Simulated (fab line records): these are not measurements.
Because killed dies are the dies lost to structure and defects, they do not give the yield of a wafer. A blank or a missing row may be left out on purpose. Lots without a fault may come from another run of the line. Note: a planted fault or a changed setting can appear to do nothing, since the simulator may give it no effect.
Shared-tool check	flow sky130	11 lots and 33 wafers in the sample

== WHAT PROMPTED THE OPENING ==
2 of 11 lots carry a flag on the reading NWELL_OXIDATION_THK at SKY_NWELL_THK_MEAS_02. Fault-free wafers read 9.97 nm, with a standard deviation of 0.18.
Rule: a lot gets a flag if all its wafers with a number sit over 4 standard deviations from that mean, or if no wafer of it has a number. As for the other lots, they are considered sound.

lot	measured	on	NWELL_OXIDATION_THK (nm), wafer by wafer	flag
L770	day 2 22:28	film-metro-02	9.73 9.76 9.93	
L772	day 3 05:38	film-metro-04	9.94 9.97 9.98	
L773	day 3 07:32	film-metro-02	9.74 9.61 9.65	
L774	day 3 12:40	film-metro-02	13.41 13.60 13.41	FLAGGED
L775	day 3 20:03	film-metro-02	13.90 13.74 13.66	FLAGGED
L785	day 5 17:23	film-metro-02	9.81 9.79 9.83	
L788	day 6 10:58	film-metro-04	9.75 9.92 10.09	
L789	day 6 15:00	film-metro-04	10.21 10.14 10.04	
L790	day 6 22:13	film-metro-01	9.93 10.00 10.10	
L792	day 7 11:56	film-metro-01	9.88 10.06 9.71	
L793	day 7 16:02	film-metro-04	10.10 10.10 10.02	
The numbers of the flagged lots are 13.62 nm on average: +3.65 nm against the usual, or +20 standard deviations.

== TOOL THAT RAN EACH LOT ==
The record keeps 1 process step preceding the reading, out of 708 steps on the route. Read each cell as the tool, then ch plus the chambers that the sampled wafers visited, then the start.
lot	flag	SKY_NWELL_OXIDATION_01
L770		furnace-01 ch 0, day 2 21:04
L772		furnace-01 ch 0, day 3 04:14
L773		furnace-02 ch 0, day 3 06:08
L774	FLAGGED	furnace-01 ch 0, day 3 11:16
L775	FLAGGED	furnace-01 ch 0, day 3 18:38
L785		furnace-02 ch 0, day 5 15:58
L788		furnace-01 ch 0, day 6 09:35
L789		furnace-02 ch 0, day 6 13:36
L790		furnace-01 ch 0, day 6 20:49
L792		furnace-02 ch 0, day 7 10:32
L793		furnace-02 ch 0, day 7 14:37
What these steps do:
- SKY_NWELL_OXIDATION_01: stabilise 600 s, purge 300 s, target thk 10 nm.
- SKY_NWELL_THK_MEAS_02

== FLAGGED AGAINST TOTAL, ONE TOOL AT A TIME (gauges that did the reading follow at the end) ==
step	tool	lots run	flagged	share of the flagged lots	sound lots run after its first flagged lot
SKY_NWELL_OXIDATION_01	furnace-01	6	2	all	2 (L788,L790)
SKY_NWELL_OXIDATION_01	furnace-02	5	0	none	-
SKY_NWELL_THK_MEAS_02	film-metro-01	2	0	none	-
SKY_NWELL_THK_MEAS_02	film-metro-02	5	2	all	1 (L785)
SKY_NWELL_THK_MEAS_02	film-metro-04	4	0	none	-

== WHAT THE TABLE ALLOWS ==
Every flagged lot went through 2 rows of the table: furnace-01 at SKY_NWELL_OXIDATION_01 and film-metro-02 at SKY_NWELL_THK_MEAS_02.
- furnace-01 at SKY_NWELL_OXIDATION_01: 2 of its 6 lots flagged. After the first flagged lot (L788, L790), sound lots still ran on it; a lasting fault on the whole tool would not permit that. Its own readings lie more than 4 standard deviations out on every wafer of the flagged lots: spike-tc-bottom-C, spike-tc-centre-C, spike-tc-lower-C, spike-tc-top-C, spike-tc-upper-C, tube-center-temp-C, tube_center_temp_C_max, zone-power-centre-pct.
- film-metro-02 at SKY_NWELL_THK_MEAS_02: 2 of its 5 lots flagged. After the first flagged lot (L785), sound lots still ran on it; a lasting fault on the whole tool would not permit that.
None of the table's rows ran every flagged lot and, after the first, no sound lot.

== WHAT WAS PUT IN BY THE SIMULATOR ==
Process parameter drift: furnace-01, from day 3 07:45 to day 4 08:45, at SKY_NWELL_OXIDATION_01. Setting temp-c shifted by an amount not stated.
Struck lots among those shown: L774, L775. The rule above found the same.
